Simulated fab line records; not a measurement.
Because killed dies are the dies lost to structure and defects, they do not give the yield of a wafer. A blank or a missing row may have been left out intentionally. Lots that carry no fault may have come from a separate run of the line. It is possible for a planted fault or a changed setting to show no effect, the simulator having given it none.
One fault through the eyes of 2 desks | flow sky130 | numbers are kept per desk, each desk with only its own; the story behind them comes last

## FROM THE METROLOGY DESK
What the gauges read, lot by lot, whatever tool the lot ran on: means of the sampled wafers that have a number. Marked OUT: a lot whose mean sits more than 4 standard deviations from the usual mean, which makes it out of limits; the brackets give that distance.
Columns: A = VIA1_W_THK at SKY_VIA1_THK_MEAS_23, usual 270 nm
lot  | first seen here | A
L393 | day 34 19:20    | 275
L394 | day 35 00:47    | 266
L395 | day 35 13:23    | 270
L398 | day 36 06:42    | 269
L402 | day 37 19:53    | 272
L404 | day 39 03:16    | 265
L408 | day 39 05:26    | 271
L409 | day 39 09:37    | 272
L410 | day 39 20:32    | 270
L411 | day 40 06:38    | 268
Finding of this desk: none of the 10 lots has anything out of limits.

## AT THE TOOL OWNER'S DESK: litho track-01
The tool's own readings at SKY_VIA2_COAT_06 (resist thk 60 nm): means of the sampled wafers that have a number, for each lot that ran on this tool. Marked OUT: a lot whose mean sits more than 4 standard deviations from the usual mean, which makes it out of limits; the brackets give that distance.
Columns: A = spin speed rpm at SKY_VIA2_COAT_06, usual 2999.8 rpm
lot  | first seen here | A
L394 | day 36 17:14    | 2998.2
L398 | day 38 00:10    | 2998.0
L402 | day 39 10:07    | 3000.9
L404 | day 40 17:06    | 2677.9 (-99 or more) OUT
L408 | day 40 20:27    | 2672.4 (-99 or more) OUT
This desk's finding: out of limits on L404, L408; first on L404, day 40 17:06 (spin speed rpm at SKY_VIA2_COAT_06). L394, L398, L402: within limits.

## BROUGHT TOGETHER
On L404, L408, at day 40 17:06, an alarm was possible from the tool owner's desk.
Metrology desk: nothing out of limits seen.
The metrology desk has L404, L408 on record, within its limits.
All the named lots went through SKY_VIA2_COAT_06 on litho track-01.

## WHAT THE SIMULATOR HAD PUT IN
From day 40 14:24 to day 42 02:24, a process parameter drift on litho track-01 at SKY_VIA2_COAT_06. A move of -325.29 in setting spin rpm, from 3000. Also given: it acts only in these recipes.
Struck lots among those shown: L404, L408.
Hours from the fault's start to each desk's first reading out of limits: the tool owner's desk, 3.
